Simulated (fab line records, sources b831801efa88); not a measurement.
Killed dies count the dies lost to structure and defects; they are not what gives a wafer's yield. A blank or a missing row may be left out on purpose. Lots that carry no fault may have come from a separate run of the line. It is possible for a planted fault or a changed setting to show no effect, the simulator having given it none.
fab line records	flow gf180mcu
record lots=24	wafers=72	lastDay=34
route steps=602 shown HV_LDD@199 SALICIDE@284 V1@356 V2@404 V3@434 TOP_METAL@584
lots with no fault: from the same line, run without faults
startH: hours from the record's opening day to when the first of the lot's shown wafers began	waitH: hours elapsed since this lot's preceding step	" as in the row above	L1.1+2: a row that stands for several wafers	- value missing, or start not given	* or withheld: withheld	< > ~ a bound
route shown NAME@n: NAME is a module with steps in the file, n the number in the route of the first one	usual: average and standard deviation across the fault-free wafers	same: alike in all rows	chamber/n: place in a boat	sites: per-site readings	_std_site: standard deviation across them	_edge_site: inner sites' mean taken away from outer sites' mean	radiusMm: how far each site lies from the wafer's centre	mask NAME#n: copy n	behind: the last tool/chamber to shape the wafer	hold: cause of the lot's hold/its duration in hours/its outcome	device: transistor that didn't switch, given as n, p or np	end of line: the tests these same wafers got at the end of their route	a step given without rows: its recipe and nothing more	killed: the dies lost at the first sort to structure and to defects; this is not the yield of the wafer	map: dies across one wafer; x = killed, . = not, _ = none there
set.NAME: the run value of the setting; set.NAME@STEP: its run value at that earlier step	model.NAME: the simulator's own value behind a step, which no gauge read
a sample of lots followed through the steps of the route, with each step as a table and each wafer as a row
services: from which hour (startH, from the record's first day; less than 0 if before it) a tool's chamber was out of use, for how many hours, and why
## steps
# step GF_HV_LDD_TW_MEAS_23
# usual HV_LDD_2_TW=1060/6.8
lot.wafer	tool	chamber	startH	waitH	HV_LDD_2_TW
L074.3	filmMetro-02	-	232.80	0.1	1061
L074.4	"	-	"	"	1065
L074.5	"	-	"	"	1066
L075.1	filmMetro-01	-	243.63	0.1	1056
L075.4	"	-	"	"	1058
L075.5	"	-	"	"	1055
L076.2	filmMetro-04	-	247.64	0.1	1058
L076.5	"	-	"	"	1058
L076.6	"	-	"	"	1055
L077.1	filmMetro-01	-	257.77	0.1	1056
L077.5	"	-	"	"	1054
L077.6	"	-	"	"	1058
L078.3	filmMetro-02	-	263.95	0.1	1064
L078.5	"	-	"	"	1064
L078.6	"	-	"	"	1069
L079.1	filmMetro-02	-	272.38	0.1	1058
L079.3	"	-	"	"	1059
L079.6	"	-	"	"	1059
L080.2	filmMetro-02	-	278.88	0.1	1064
L080.4	"	-	"	"	1060
L080.5	"	-	"	"	1062
L081.1	filmMetro-04	-	289.32	0.1	1055
L081.2	"	-	"	"	1055
L081.4	"	-	"	"	1061
L082.3	filmMetro-02	-	295.55	0.1	1067
L082.4	"	-	"	"	1061
L082.6	"	-	"	"	1066
L083.1	filmMetro-02	-	299.31	0.1	1067
L083.2	"	-	"	"	1065
L083.5	"	-	"	"	1068
L084.3	filmMetro-02	-	313.25	0.1	1065
L084.5	"	-	"	"	1068
L084.6	"	-	"	"	1064
L085.1	filmMetro-04	-	316.82	0.1	1059
L085.2	"	-	"	"	1057
L085.3	"	-	"	"	1051
L086.2	filmMetro-01	-	326.29	0.1	1050
L086.4	"	-	"	"	1048
L086.5	"	-	"	"	1047
L087.1	filmMetro-02	-	333.08	0.1	1061
L087.3	"	-	"	"	1065
L087.6	"	-	"	"	1069
L088.1	filmMetro-01	-	340.17	0.1	1055
L088.3	"	-	"	"	1060
L088.6	"	-	"	"	1061
L089.4	filmMetro-02	-	350.46	0.1	1071
L089.5	"	-	"	"	1070
L089.6	"	-	"	"	1066
L090.1	filmMetro-04	-	355.48	0.1	1063
L090.2	"	-	"	"	1063
L090.4	"	-	"	"	1064
L091.1	filmMetro-01	-	362.83	0.1	1049
L091.5	"	-	"	"	1046
L091.6	"	-	"	"	1048
L092.2	filmMetro-04	-	371.59	0.1	1053
L092.4	"	-	"	"	1058
L092.5	"	-	"	"	1054
L093.1	filmMetro-01	-	376.68	0.1	1045
L093.2	"	-	"	"	1044
L093.6	"	-	"	"	1048
L094.2	filmMetro-04	-	385.33	0.1	1064
L094.3	"	-	"	"	1069
L094.4	"	-	"	"	1067
L095.1	filmMetro-04	-	391.08	0.1	1060
L095.4	"	-	"	"	1067
L095.5	"	-	"	"	1068
L096.3	filmMetro-04	-	403.69	0.1	1066
L096.4	"	-	"	"	1066
L096.6	"	-	"	"	1063
L097.2	filmMetro-01	-	411.99	0.1	1058
L097.3	"	-	"	"	1051
L097.6	"	-	"	"	1055
# step GF_SALICIDE_RTA_06
# recipe tempC=530	timeS=30	ambient=N2
# usual lampPowerPct=6.28/0.085	wafer_temp_C_max=532.0/0.41
lot.wafer	tool	chamber	startH	waitH	lampPowerPct	wafer_temp_C_max
L074.3	rtpAnneal-01	0	338.39	0.1	6.19	531.5
L074.4	"	0	"	"	6.20	531.5
L074.5	"	0	"	"	6.20	532.2
L075.1	rtpAnneal-02	0	349.13	0.1	6.36	531.9
L075.4	"	0	"	"	6.37	532.3
L075.5	"	0	"	"	6.36	532.0
L076.2	rtpAnneal-01	0	354.73	0.1	6.19	532.2
L076.5	"	0	"	"	6.20	532.1
L076.6	"	0	"	"	6.20	531.7
L077.1	rtpAnneal-01	0	365.70	0.1	6.19	532.8
L077.5	"	0	"	"	6.20	532.4
L077.6	"	0	"	"	6.20	531.5
L078.3	rtpAnneal-01	0	372.69	0.1	6.19	532.4
L078.5	"	0	"	"	6.20	532.1
L078.6	"	0	"	"	6.19	531.8
L079.1	rtpAnneal-01	0	382.75	0.1	6.19	531.7
L079.3	"	0	"	"	6.20	532.1
L079.6	"	0	"	"	6.20	532.0
L080.2	rtpAnneal-02	0	390.61	0.1	6.36	533.3
L080.4	"	0	"	"	6.36	531.7
L080.5	"	0	"	"	6.37	532.2
L081.1	rtpAnneal-01	0	401.18	0.1	6.19	531.4
L081.2	"	0	"	"	6.20	531.0
L081.4	"	0	"	"	6.20	531.6
L082.3	rtpAnneal-02	0	411.44	0.1	6.37	531.8
L082.4	"	0	"	"	6.37	532.6
L082.6	"	0	"	"	6.37	531.5
L083.1	rtpAnneal-02	0	412.99	0.1	6.36	531.6
L083.2	"	0	"	"	6.36	531.9
L083.5	"	0	"	"	6.37	531.4
L084.3	rtpAnneal-02	0	429.43	0.1	6.37	531.8
L084.5	"	0	"	"	6.37	532.0
L084.6	"	0	"	"	6.37	531.4
L085.1	rtpAnneal-01	0	434.09	0.1	6.21	532.4
L085.2	"	0	"	"	6.19	532.2
L085.3	"	0	"	"	6.19	532.4
L086.2	rtpAnneal-02	0	443.58	0.1	6.36	532.6
L086.4	"	0	"	"	6.36	532.4
L086.5	"	0	"	"	6.37	532.0
L087.1	rtpAnneal-02	0	453.76	0.1	6.38	532.3
L087.3	"	0	"	"	6.37	531.9
L087.6	"	0	"	"	6.36	532.1
L088.1	rtpAnneal-01	0	462.75	0.1	6.21	531.8
L088.3	"	0	"	"	6.19	531.7
L088.6	"	0	"	"	6.21	532.2
L089.4	rtpAnneal-02	0	472.95	0.1	6.36	531.6
L089.5	"	0	"	"	6.36	531.8
L089.6	"	0	"	"	6.36	531.7
L090.1	rtpAnneal-01	0	478.09	0.1	6.20	532.3
L090.2	"	0	"	"	6.19	531.5
L090.4	"	0	"	"	6.20	532.9
L091.1	rtpAnneal-01	0	487.54	0.1	6.20	531.5
L091.5	"	0	"	"	6.20	532.5
L091.6	"	0	"	"	6.21	532.0
L092.2	rtpAnneal-02	0	495.67	0.1	6.38	532.3
L092.4	"	0	"	"	6.37	531.9
L092.5	"	0	"	"	6.36	532.1
L093.1	rtpAnneal-01	0	500.94	0.1	6.20	532.2
L093.2	"	0	"	"	6.19	532.1
L093.6	"	0	"	"	6.19	531.9
L094.2	rtpAnneal-02	0	509.92	0.1	6.37	532.1
L094.3	"	0	"	"	6.37	531.8
L094.4	"	0	"	"	6.37	532.2
L095.1	rtpAnneal-01	0	516.14	0.1	6.19	532.1
L095.4	"	0	"	"	6.20	532.0
L095.5	"	0	"	"	6.19	531.9
L096.3	rtpAnneal-02	0	529.63	0.1	6.36	532.3
L096.4	"	0	"	"	6.37	532.2
L096.6	"	0	"	"	6.36	532.5
L097.2	rtpAnneal-02	0	538.27	0.1	6.36	532.2
L097.3	"	0	"	"	6.36	531.7
L097.6	"	0	"	"	6.37	531.5
# step GF_V1_SPUTTER_21
# recipe material=Ti	targetThkNm=15	chamberPressurePa=5	powerW=2454	substrateTempC=200	timeS=80.02
# usual throttleValvePct=29.7/1.2
lot.wafer	tool	chamber	startH	waitH	throttleValvePct
L074.3	pvdSputter-01	-	409.86	0.0	28.0
L074.4	"	-	"	"	29.6
L074.5	"	-	"	"	30.4
L075.1	pvdSputter-01	-	421.88	0.0	27.9
L075.4	"	-	"	"	29.5
L075.5	"	-	"	"	28.4
L076.2	pvdSputter-01	-	428.59	0.0	28.0
L076.5	"	-	"	"	29.6
L076.6	"	-	"	"	28.0
L077.1	pvdSputter-01	-	439.75	0.0	28.1
L077.5	"	-	"	"	30.5
L077.6	"	-	"	"	29.6
L078.3	pvdSputter-03	-	447.52	0.0	30.4
L078.5	"	-	"	"	30.7
L078.6	"	-	"	"	29.3
L079.1	pvdSputter-03	-	458.38	0.0	30.4
L079.3	"	-	"	"	30.0
L079.6	"	-	"	"	30.2
L080.2	pvdSputter-01	-	468.29	0.0	30.5
L080.4	"	-	"	"	29.7
L080.5	"	-	"	"	29.7
L081.1	pvdSputter-01	-	477.87	0.0	28.4
L081.2	"	-	"	"	28.3
L081.4	"	-	"	"	29.8
L082.3	pvdSputter-03	-	489.39	0.0	30.6
L082.4	"	-	"	"	30.2
L082.6	"	-	"	"	30.7
L083.1	pvdSputter-03	-	490.39	0.0	30.7
L083.2	"	-	"	"	30.5
L083.5	"	-	"	"	29.6
L084.3	pvdSputter-03	-	505.86	0.0	30.5
L084.5	"	-	"	"	29.6
L084.6	"	-	"	"	30.5
L085.1	pvdSputter-01	-	512.63	0.0	29.7
L085.2	"	-	"	"	30.6
L085.3	"	-	"	"	28.1
L086.2	pvdSputter-02	-	521.24	0.0	30.7
L086.4	"	-	"	"	27.1
L086.5	"	-	"	"	31.3
L087.1	pvdSputter-03	-	530.28	0.0	30.4
L087.3	"	-	"	"	29.8
L087.6	"	-	"	"	30.6
L088.1	pvdSputter-03	-	538.30	0.0	29.7
L088.3	"	-	"	"	30.4
L088.6	"	-	"	"	30.3
L089.4	pvdSputter-03	-	546.94	0.0	29.6
L089.5	"	-	"	"	30.3
L089.6	"	-	"	"	29.4
L090.1	pvdSputter-03	-	552.29	0.0	30.1
L090.2	"	-	"	"	30.6
L090.4	"	-	"	"	29.8
L091.1	pvdSputter-03	-	561.79	0.0	29.8
L091.5	"	-	"	"	30.7
L091.6	"	-	"	"	30.0
L092.2	pvdSputter-01	-	567.27	0.0	30.4
L092.4	"	-	"	"	28.2
L092.5	"	-	"	"	30.4
L093.1	pvdSputter-02	-	572.28	0.0	31.2
L093.2	"	-	"	"	26.9
L093.6	"	-	"	"	26.9
L094.2	pvdSputter-01	-	578.23	0.0	30.6
L094.3	"	-	"	"	27.8
L094.4	"	-	"	"	28.4
L095.1	pvdSputter-01	-	586.78	0.0	30.4
L095.4	"	-	"	"	28.2
L095.5	"	-	"	"	30.3
L096.3	pvdSputter-02	-	597.04	0.0	31.3
L096.4	"	-	"	"	27.1
L096.6	"	-	"	"	27.0
L097.2	pvdSputter-02	-	607.42	0.0	30.8
L097.3	"	-	"	"	26.9
L097.6	"	-	"	"	26.8
# step GF_V2_SPUTTER_22
# recipe material=TiN	targetThkNm=10	chamberPressurePa=5	powerW=4000	timeS=40
# usual throttleValvePct=30.1/1
lot.wafer	tool	chamber	startH	waitH	throttleValvePct
L074.3	pvdSputter-04	-	462.60	0.0	32.0
L074.4	"	-	"	"	30.4
L074.5	"	-	"	"	31.4
L075.1	pvdSputter-03	-	474.25	0.0	30.3
L075.4	"	-	"	"	30.3
L075.5	"	-	"	"	30.3
L076.2	pvdSputter-03	-	480.74	0.0	30.2
L076.5	"	-	"	"	29.8
L076.6	"	-	"	"	30.2
L077.1	pvdSputter-03	-	492.23	0.0	30.4
L077.5	"	-	"	"	30.1
L077.6	"	-	"	"	29.7
L078.3	pvdSputter-03	-	499.39	0.0	30.3
L078.5	"	-	"	"	29.9
L078.6	"	-	"	"	30.4
L079.1	pvdSputter-04	-	509.61	0.0	31.7
L079.3	"	-	"	"	32.1
L079.6	"	-	"	"	31.6
L080.2	pvdSputter-01	-	518.85	0.0	29.6
L080.4	"	-	"	"	27.9
L080.5	"	-	"	"	28.2
L081.1	pvdSputter-03	-	528.70	0.0	29.6
L081.2	"	-	"	"	30.2
L081.4	"	-	"	"	30.2
L082.3	pvdSputter-01	-	538.75	0.0	30.0
L082.4	"	-	"	"	27.9
L082.6	"	-	"	"	30.6
L083.1	pvdSputter-04	-	540.19	0.0	31.9
L083.2	"	-	"	"	31.3
L083.5	"	-	"	"	31.7
L084.3	pvdSputter-03	-	555.09	0.0	30.5
L084.5	"	-	"	"	30.5
L084.6	"	-	"	"	29.6
L085.1	pvdSputter-03	-	560.66	0.0	29.7
L085.2	"	-	"	"	30.1
L085.3	"	-	"	"	30.5
L086.2	pvdSputter-04	-	567.78	0.0	30.5
L086.4	"	-	"	"	32.1
L086.5	"	-	"	"	31.7
L087.1	pvdSputter-01	-	575.69	0.0	28.2
L087.3	"	-	"	"	28.0
L087.6	"	-	"	"	28.2
L088.1	pvdSputter-04	-	585.30	0.0	31.5
L088.3	"	-	"	"	29.7
L088.6	"	-	"	"	29.5
L089.4	pvdSputter-03	-	594.45	0.0	30.4
L089.5	"	-	"	"	30.4
L089.6	"	-	"	"	29.6
L090.1	pvdSputter-03	-	595.40	0.0	30.6
L090.2	"	-	"	"	29.9
L090.4	"	-	"	"	30.4
L091.1	pvdSputter-01	-	606.81	0.0	29.7
L091.5	"	-	"	"	29.7
L091.6	"	-	"	"	27.9
L092.2	pvdSputter-03	-	612.70	0.0	29.9
L092.4	"	-	"	"	30.2
L092.5	"	-	"	"	30.1
L093.1	pvdSputter-01	-	617.86	0.0	28.3
L093.2	"	-	"	"	27.9
L093.6	"	-	"	"	28.2
L094.2	pvdSputter-04	-	623.63	0.0	29.7
L094.3	"	-	"	"	30.3
L094.4	"	-	"	"	31.6
L095.1	pvdSputter-01	-	630.84	0.0	30.2
L095.4	"	-	"	"	29.9
L095.5	"	-	"	"	30.7
L096.3	pvdSputter-04	-	641.20	0.0	31.4
L096.4	"	-	"	"	31.9
L096.6	"	-	"	"	30.0
L097.2	pvdSputter-01	-	649.80	0.0	28.2
L097.3	"	-	"	"	28.4
L097.6	"	-	"	"	28.4
# step GF_V3_BOW_MEAS_05
# recipe mode=bow
# usual V3_BOW=120/9.4
lot.wafer	tool	chamber	startH	waitH	V3_BOW[um]
L074.3	filmMetro-01	-	489.45	0.1	128
L074.4	"	-	"	"	130
L074.5	"	-	"	"	129
L075.1	filmMetro-03	-	501.45	0.1	127
L075.4	"	-	"	"	117
L075.5	"	-	"	"	134
L076.2	filmMetro-02	-	506.61	0.3	136
L076.5	"	-	"	"	136
L076.6	"	-	"	"	124
L077.1	filmMetro-03	-	518.75	0.2	107
L077.5	"	-	"	"	103
L077.6	"	-	"	"	118
L078.3	filmMetro-02	-	525.14	0.3	101
L078.5	"	-	"	"	116
L078.6	"	-	"	"	115
L079.1	filmMetro-02	-	534.54	0.2	131
L079.3	"	-	"	"	109
L079.6	"	-	"	"	110
L080.2	filmMetro-03	-	543.76	0.2	110
L080.4	"	-	"	"	113
L080.5	"	-	"	"	112
L081.1	filmMetro-02	-	553.36	0.2	120
L081.2	"	-	"	"	132
L081.4	"	-	"	"	136
L082.3	filmMetro-01	-	563.37	0.2	100
L082.4	"	-	"	"	101
L082.6	"	-	"	"	107
L083.1	filmMetro-01	-	564.03	0.2	119
L083.2	"	-	"	"	115
L083.5	"	-	"	"	124
L084.3	filmMetro-03	-	577.05	0.1	143
L084.5	"	-	"	"	126
L084.6	"	-	"	"	133
L085.1	filmMetro-03	-	583.59	0.2	126
L085.2	"	-	"	"	129
L085.3	"	-	"	"	121
L086.2	filmMetro-02	-	591.20	0.2	119
L086.4	"	-	"	"	117
L086.5	"	-	"	"	125
L087.1	filmMetro-03	-	599.65	0.1	115
L087.3	"	-	"	"	115
L087.6	"	-	"	"	103
L088.1	filmMetro-02	-	608.65	0.1	135
L088.3	"	-	"	"	124
L088.6	"	-	"	"	128
L089.4	filmMetro-03	-	618.37	0.3	125
L089.5	"	-	"	"	104
L089.6	"	-	"	"	106
L090.1	filmMetro-01	-	618.50	0.2	127
L090.2	"	-	"	"	120
L090.4	"	-	"	"	110
L091.1	filmMetro-03	-	629.96	0.2	116
L091.5	"	-	"	"	126
L091.6	"	-	"	"	125
L092.2	filmMetro-03	-	635.77	0.2	116
L092.4	"	-	"	"	119
L092.5	"	-	"	"	120
L093.1	filmMetro-03	-	640.51	0.2	121
L093.2	"	-	"	"	129
L093.6	"	-	"	"	118
L094.2	filmMetro-01	-	646.93	0.3	105
L094.3	"	-	"	"	124
L094.4	"	-	"	"	110
L095.1	filmMetro-02	-	653.03	0.2	103
L095.4	"	-	"	"	99
L095.5	"	-	"	"	117
L096.3	filmMetro-03	-	663.61	0.3	110
L096.4	"	-	"	"	128
L096.6	"	-	"	"	115
L097.2	filmMetro-01	-	670.90	0.2	130
L097.3	"	-	"	"	115
L097.6	"	-	"	"	119
# step GF_TOP_METAL_STRIP_17
# recipe chemistry=O2/N2	powerW=1400	pressureMtorr=1500	platenTempC=250	o2FlowSccm=3000	n2FlowSccm=300	overashFraction=0.5
# usual drypumpMotorCurrentA=6.0/0.43	heaterPowerW=322/24	o2FlowSccm=2999/7.2	oesProductAu=0.710/0.0044	stripTimeToEndpointS=12.64/0.13
lot.wafer	tool	chamber	startH	waitH	drypumpMotorCurrentA	heaterPowerW	o2FlowSccm	oesProductAu	rfHoursCounterH	stripTimeToEndpointS
L074.3	plasmaAsher-03	1	650.75	0.1	6.0	350	3013	0.706	-	12.64
L074.4	"	0	"	"	6.3	302	3002	0.710	-	12.64
L074.5	"	0	"	"	6.3	287	2996	0.712	-	12.70
L075.1	plasmaAsher-01	0	659.41	0.3	6.4	292	2996	0.707	60	12.65
L075.4	"	0	"	"	6.4	293	3001	0.711	-	12.57
L075.5	"	1	"	"	6.0	351	2998	0.716	-	12.65
L076.2	plasmaAsher-04	0	662.11	0.3	5.6	337	2999	0.709	26	12.67
L076.5	"	1	"	"	5.1	328	3003	0.718	-	12.79
L076.6	"	0	"	"	5.6	329	2986	0.698	-	12.66
L077.1	plasmaAsher-04	1	675.71	0.3	5.1	326	3000	0.711	27	12.60
L077.5	"	1	"	"	5.0	319	3004	0.711	-	12.59
L077.6	"	0	"	"	5.6	319	3001	0.710	-	12.64
L078.3	plasmaAsher-03	0	680.15	0.1	6.3	303	2993	0.712	-	12.76
L078.5	"	0	"	"	6.3	301	3002	0.706	-	12.81
L078.6	"	1	"	"	6.1	349	2994	0.707	-	12.57
L079.1	plasmaAsher-04	1	686.32	0.1	5.1	328	2999	0.714	29	12.72
L079.3	"	0	"	"	5.6	336	2999	0.712	-	12.51
L079.6	"	1	"	"	5.1	324	2999	0.702	-	12.43
L080.2	plasmaAsher-03	0	694.77	0.1	6.3	288	2991	0.711	92	12.60
L080.4	"	0	"	"	6.3	295	2992	0.704	-	12.52
L080.5	"	1	"	"	6.0	347	3005	0.713	-	12.58
L081.1	plasmaAsher-01	1	703.40	0.1	6.0	349	2999	0.713	64	12.62
L081.2	"	0	"	"	6.4	293	2986	0.712	64	12.69
L081.4	"	1	"	"	6.0	354	2990	0.714	-	12.65
L082.3	plasmaAsher-01	0	710.89	0.1	6.4	290	3001	0.709	-	12.48
L082.4	"	1	"	"	6.0	337	3007	0.706	-	12.70
L082.6	"	1	"	"	6.0	354	3010	0.712	-	12.70
L083.1	plasmaAsher-04	1	710.92	0.1	5.0	324	3004	0.722	31	12.61
L083.2	"	0	"	"	5.6	336	2998	0.712	31	12.69
L083.5	"	0	"	"	5.5	335	2995	0.716	-	12.65
L084.3	plasmaAsher-01	1	725.30	0.1	6.0	346	2988	0.712	-	12.60
L084.5	"	0	"	"	6.4	289	2981	0.707	-	12.56
L084.6	"	1	"	"	6.0	353	2998	0.712	-	12.45
L085.1	plasmaAsher-03	0	728.17	0.1	6.3	305	2987	0.704	95	12.70
L085.2	"	1	"	"	6.0	344	2999	0.715	95	12.78
L085.3	"	1	"	"	6.0	342	2987	0.715	-	12.69
L086.2	plasmaAsher-04	0	734.97	0.1	5.6	326	2995	0.714	34	12.63
L086.4	"	1	"	"	5.1	315	3011	0.701	-	12.60
L086.5	"	1	"	"	5.1	331	3018	0.710	-	12.68
L087.1	plasmaAsher-01	1	742.32	0.1	6.0	355	3001	0.715	69	12.84
L087.3	"	1	"	"	6.0	354	2998	0.708	-	12.67
L087.6	"	1	"	"	6.0	337	3000	0.715	-	12.83
L088.1	plasmaAsher-01	0	747.77	0.1	6.4	298	3003	0.716	69	12.73
L088.3	"	0	"	"	6.4	294	2989	0.717	-	12.85
L088.6	"	1	"	"	6.0	338	3002	0.709	-	12.81
L089.4	plasmaAsher-01	1	756.45	0.1	6.0	343	3005	0.708	-	12.66
L089.5	"	1	"	"	6.0	346	3011	0.701	-	12.66
L089.6	"	0	"	"	6.4	293	3005	0.712	-	12.76
L090.1	plasmaAsher-04	1	759.41	0.1	5.0	320	3005	0.706	37	12.62
L090.2	"	0	"	"	5.6	325	2995	0.709	37	12.61
L090.4	"	1	"	"	5.1	317	3001	0.708	-	12.68
L091.1	plasmaAsher-01	1	764.37	0.1	6.0	353	2996	0.712	71	12.67
L091.5	"	1	"	"	6.0	354	2998	0.707	-	12.70
L091.6	"	0	"	"	6.4	282	2982	0.715	-	12.73
L092.2	plasmaAsher-01	1	772.59	0.1	6.0	342	3001	0.713	72	12.65
L092.4	"	0	"	"	6.4	287	2996	0.707	-	12.51
L092.5	"	0	"	"	6.4	290	3001	0.712	-	12.38
L093.1	plasmaAsher-03	1	774.82	0.1	6.0	351	3002	0.710	101	12.19
L093.2	"	0	"	"	6.3	298	2992	0.708	101	12.43
L093.6	"	0	"	"	6.4	295	2988	0.711	-	12.25
L094.2	plasmaAsher-03	1	779.12	0.1	6.0	336	2993	0.714	101	12.87
L094.3	"	0	"	"	6.3	302	2993	0.709	-	12.66
L094.4	"	1	"	"	6.1	345	3011	0.715	-	12.91
L095.1	plasmaAsher-01	1	782.81	0.1	6.0	351	2992	0.714	73	12.37
L095.4	"	1	"	"	6.0	354	2996	0.704	-	12.65
L095.5	"	0	"	"	6.4	293	2992	0.711	-	12.31
L096.3	plasmaAsher-03	1	793.69	0.2	6.0	354	2997	0.709	-	12.59
L096.4	"	0	"	"	6.3	303	2994	0.706	-	12.61
L096.6	"	1	"	"	6.0	345	3000	0.710	-	12.59
L097.2	plasmaAsher-03	1	797.76	0.1	6.1	345	3004	0.711	103	12.79
L097.3	"	1	"	"	6.1	351	2998	0.709	-	12.71
L097.6	"	0	"	"	6.3	296	2984	0.707	-	12.70
## services
tool	chamber	startH	hours	kind
rtpAnneal-02	-	337.56	2.4	pm
pvdSputter-01	-	342.68	8.6	repair
pvdSputter-04	-	375.51	8.7	repair
pvdSputter-04	-	378.87	3.2	repair
pvdSputter-03	-	391.31	3.3	repair
pvdSputter-01	-	422.17	4.4	repair
plasmaAsher-01	-	424.66	1.9	repair
plasmaAsher-03	-	475.67	7.3	repair
plasmaAsher-03	-	483.94	6.2	repair
plasmaAsher-03	-	487.10	3.1	repair
plasmaAsher-03	-	502.02	1.8	repair
pvdSputter-04	-	541.07	0.5	repair
plasmaAsher-03	-	557.86	4.2	repair
plasmaAsher-03	-	558.26	4.1	repair
pvdSputter-01	-	589.97	2.3	repair
plasmaAsher-03	-	592.89	2.8	pm
pvdSputter-01	-	623.24	3.1	repair
pvdSputter-01	-	638.43	4.1	repair
pvdSputter-04	-	656.80	3.9	repair
pvdSputter-01	-	663.85	4.7	repair
pvdSputter-04	-	681.88	2.1	repair
plasmaAsher-01	-	708.21	1.5	repair
plasmaAsher-01	-	796.66	4.7	repair
pvdSputter-04	-	796.73	4.2	repair
## key
fault none
